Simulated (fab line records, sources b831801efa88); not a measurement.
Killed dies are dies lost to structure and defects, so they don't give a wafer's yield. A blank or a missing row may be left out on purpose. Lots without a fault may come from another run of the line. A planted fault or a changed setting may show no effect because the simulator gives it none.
Split-lot experiment | flow sfq_line | 5 lots, 23 wafers read, on a route of 325 steps

THE SPLIT
At SFQ_TRILAYER_L0_LITHO_PEB_008 (peb time 60 s), the setting peb_time_s was moved away from the recipe's 60 s on 6 of the 23 wafers read, by -11.1% to +4.6%. The other wafers ran this setting at the recipe's value.

The file shows no step between the split and the reading.

THE READING
L0.cd_nm (the simulator's own value, which no gauge read), in nm, at SFQ_TRILAYER_L0_BARC_OPEN_METAL_ETCH_010 (etches BARC in O2, target depth 125 nm, time 41.7 s). The file gives no usual value for it. The 17 wafers here that ran the recipe average 1998 nm, standard deviation 1.4 nm.

wafer  | tool, chamber at the split | peb_time_s as run, s | against the recipe | L0.cd_nm, nm | against lot-mates on the recipe
L074.3 | litho_track-03, 0          | 60                   | recipe             | 2000         | -
L074.4 | litho_track-03, 0          | 60                   | recipe             | 2000         | -
L074.5 | litho_track-03, 0          | 60                   | recipe             | 2000         | -
L078.1 | litho_track-03, 0          | 62.74                | +4.6%              | 1992         | -6
L078.2 | litho_track-03, 0          | 60                   | recipe             | 1998         | -
L078.4 | litho_track-03, 0          | 62.74                | +4.6%              | 1992         | -6
L078.5 | litho_track-03, 0          | 60                   | recipe             | 1998         | -
L078.6 | litho_track-03, 0          | 60                   | recipe             | 1998         | -
L079.1 | litho_track-02, 0          | 53.32                | -11.1%             | 2016         | +18
L079.2 | litho_track-02, 0          | 60                   | recipe             | 1998         | -
L079.4 | litho_track-02, 0          | 60                   | recipe             | 1998         | -
L079.3 | litho_track-02, 0          | 53.32                | -11.1%             | 2015         | +17
L079.6 | litho_track-02, 0          | 60                   | recipe             | 1998         | -
L083.1 | litho_track-02, 0          | 60                   | recipe             | 1998         | -
L083.2 | litho_track-02, 0          | 57.6                 | -4.0%              | 2006         | +7
L083.4 | litho_track-02, 0          | 60                   | recipe             | 1999         | -
L083.6 | litho_track-02, 0          | 60                   | recipe             | 1999         | -
L083.5 | litho_track-02, 0          | 57.6                 | -4.0%              | 2005         | +6
L084.1 | litho_track-03, 0          | 60                   | recipe             | 1996         | -
L084.4 | litho_track-03, 0          | 60                   | recipe             | 1996         | -
L084.2 | litho_track-03, 0          | 60                   | recipe             | 1998         | -
L084.3 | litho_track-03, 0          | 60                   | recipe             | 1997         | -
L084.5 | litho_track-03, 0          | 60                   | recipe             | 1995         | -

THE FIT
A straight line over all 23 wafers: L0.cd_nm changes by -1.55 nm for each +1% of peb_time_s; r = -0.98; the points scatter about the line by 1.3 nm.
The same after taking each lot's own level away (the mean of its wafers on the recipe; 23 wafers): -1.54 nm for each +1%; r = -0.99; scatter 0.67 nm.
On that fit, the largest move of peb_time_s shifts the reading by 17 nm.
The lots' own levels span 1996.4 to 2000.0 nm, that is 2.6 times the standard deviation above.
So the lot-to-lot level changes the slope little: the two slopes agree.
Check: with one of the wafers moved furthest among these (-11.1%) left out of the fit, the line predicts +16.9 nm for it against its lot-mates. It came out at +18 nm against them.

OTHER SPLITS ON THESE WAFERS
These wafers also went through other splits before the reading. Each is held against what the fit with the lots' levels taken away leaves over:
other split on the same wafers             | wafers away from the commonest value | r with L0.cd_nm (lot level and that fit taken away)
SFQ_TRILAYER_INCOMING_OXIDATION_002 temp_c | 18                                   | -0.04

THE FILE'S OWN FIT
L0.cd_nm changes by -1.56 nm for each +1% of peb_time_s, r = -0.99.
